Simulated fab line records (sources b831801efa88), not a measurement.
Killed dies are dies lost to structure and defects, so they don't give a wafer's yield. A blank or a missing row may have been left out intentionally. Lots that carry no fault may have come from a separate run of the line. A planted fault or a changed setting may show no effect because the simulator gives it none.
Problem report in the 8D (eight disciplines) form, filled by code || flow gf180mcu || the parts of the form that need people (team, actions taken, sign-off) are left out

== 1. THE ISSUE ==
Wafers free of any fault read 16.34 ohm/sq (standard deviation 0.29) for SALICIDE_TIN_RS at GF_SALICIDE_RS_MEAS_04, against a mean of 18.20 ohm/sq on 3 wafers of 2 lots. That puts it +6.4 standard deviations away from the usual mean.
The step: measures by four-point-probe.
First observed at day 20 22:47: wafer L437.1, on film-metro-02. Wafers with a number at this step in the record: 37, from 13 lots. Rule for "out", or "out of limits": more than 4 standard deviations from the usual mean. The other wafers with a number count as sound.

== 2. WHAT IT IS AND WHAT IT IS NOT ==
{"question": "which readings at this step", "is": "SALICIDE_TIN_RS", "is not": "-"}
{"question": "which lots", "is": "L437, L439", "is not": "L421, L422, L423, L424, L425, L428, L429, L430, L431, L436, L444"}
{"question": "which wafers of those lots", "is": "L437.1, L439.1, L439.2", "is not": "L437.4"}
{"question": "read on which gauges", "is": "film-metro-02", "is not": "film-metro-01, film-metro-04"}
{"question": "when", "is": "from day 20 22:47", "is not": "up to then (31 sound wafers); but 3 sound wafers of L444 came after"}

== 3. THE SUSPECTS, EACH WITH WHAT RULES IT OUT ==
Counting: a tool at a process step up to the reading stays a suspect if it ran every lot that is out. Sound lots after the first of them don't rule it out here, since some wafers of a struck lot are sound.
- the gauge at GF_SALICIDE_RS_MEAS_04: kept. All the wafers that are out were read on film-metro-02, and no step on other tools shows them out.
- pvd-sputter-04 at GF_SALICIDE_SPUTTER_03 (material TiN, target thk 20 nm, time 16.7 s): kept. Ran every lot that is out, first one L437 (day 20 22:45); last sound lot up to then L436 (day 20 19:46).
Left after counting: pvd-sputter-04 at GF_SALICIDE_SPUTTER_03, film-metro-02 at GF_SALICIDE_RS_MEAS_04.

== 4. THE CAUSE (what the simulator had put in) ==
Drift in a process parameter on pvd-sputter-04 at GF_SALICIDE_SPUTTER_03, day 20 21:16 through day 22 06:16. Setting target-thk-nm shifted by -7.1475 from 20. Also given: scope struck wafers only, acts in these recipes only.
This tool is one of the 2 suspects left after counting.

== 5. THE EFFECT CHAIN, in route order ==
Each row: a reading whose mean over the struck wafers that have a number lies more than 3 standard deviations from the usual. Only readings whose record carries a usual standard deviation are examined. hours: median over the lots of the time between each lot's start at the first step of this table that gives one and its start at this step. sigmas: the change, counted in usual standard deviations.
{"hours": 0, "step": "GF_SALICIDE_RS_MEAS_04", "reading": "SALICIDE_TIN_RS", "usual": "16.34 ohm/sq", "on struck wafers": 18.20, "change": "+1.86", "sigmas": "+6.4"}
{"hours": 0, "step": "GF_SALICIDE_THK_MEAS_05", "reading": "SALICIDE_TIN_THK", "usual": "20.10 nm", "on struck wafers": 12.94, "change": -7.16, "sigmas": -34}
Later measuring or inspecting steps at which every struck wafer that the step has a row for has a number for every such reading, and none has moved that far: GF_CONTACT_BOW_MEAS_05.

== 6. HOW IT WOULD HAVE BEEN CAUGHT EARLIER ==
The first out-of-limits reading at a measuring or inspecting step in this record came at day 20 22:47, 2 hours after the fault's start at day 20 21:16.
An alarm limit of 4 standard deviations would not have fired on the tool readings at GF_SALICIDE_SPUTTER_03 for which the record gives a usual standard deviation, since none of them was out on any struck wafer.
Of the lots that are out (2), L439 began GF_SALICIDE_SPUTTER_03 on pvd-sputter-04 after day 20 22:47. It would have been spared by a hold on the tool at that moment.
